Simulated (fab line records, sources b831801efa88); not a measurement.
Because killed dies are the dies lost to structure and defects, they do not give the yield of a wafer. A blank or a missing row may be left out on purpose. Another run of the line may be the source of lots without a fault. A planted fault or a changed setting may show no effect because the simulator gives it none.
Code-filled problem report in 8D (eight disciplines) form ; flow gf180mcu ; the parts of the form that need people (team, actions taken, sign-off) are left out

## 1. WHAT IS WRONG
Mean of developerTempC at GF_V5_DEVELOP_13: 20.10 C across 9 wafers in 3 lots; on wafers with no fault it is 21.00 C (standard deviation 0.11). Relative to the usual mean, that is a shift of -8.1 standard deviations.
The step: develop time 60 s.
First observed at day 30 10:51: wafer L272.1, on lithoTrack-03. At this step, 39 wafers from 13 lots have a number in the record. By rule, "out" or "out of limits" means more than 4 standard deviations away from the usual mean. The other wafers with a number count as sound.

## 2. WHAT IT IS, AND WHAT IT ISN'T
question;is;is not
which readings at this step;developerTempC;-
which lots;L272, L273, L274;L262, L263, L264, L266, L267, L281, L282, L283, L284, L285
which wafers of those lots;all that have a number;-
read on which tools;lithoTrack-03;lithoTrack-02, lithoTrack-04
when;from day 30 10:51;"up to then (15 sound wafers); but 15 sound wafers of L281, L282, L283, L284, L285 came after"

## 3. WHAT RULES OUT EACH SUSPECT
Counting: a tool at any process step up to the reading remains a suspect when it ran all the lots that are out and ran no sound lot after the first of those.
- lithoTrack-03 at GF_V5_DEVELOP_13 (develop time 60 s): ruled out as a lasting fault. The sound lots L285 went through it after L272, its earliest lot that is out (day 30 10:51).
Left after counting: nothing in the record.

## 4. THE CAUSE (what the simulator had put in)
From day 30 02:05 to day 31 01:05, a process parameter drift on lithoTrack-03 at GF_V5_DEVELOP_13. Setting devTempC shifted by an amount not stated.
Counting ruled it out, wrongly.

## 5. SEQUENCE OF EFFECTS, ordered by route
One row per reading whose mean, taken over the struck wafers that have a number, lies over 3 standard deviations from the usual. Readings are gone through only where the record gives a usual standard deviation; hours: the median, over the lots, of the time from a lot's start at the first step in this table giving one to that lot's start at this step; sigmas: the change measured in usual standard deviations.
hours;step;reading;usual;on struck wafers;change;sigmas
0;GF_V5_DEVELOP_13;developerTempC;21.00 C;20.10;-0.90;-8.1
The process steps in it:
- GF_V5_DEVELOP_13: develop time 60 s.

## 6. WHAT WOULD HAVE CAUGHT IT SOONER
In this record no reading fell out of limits until day 30 10:51, 9 hours after the fault had begun at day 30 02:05.
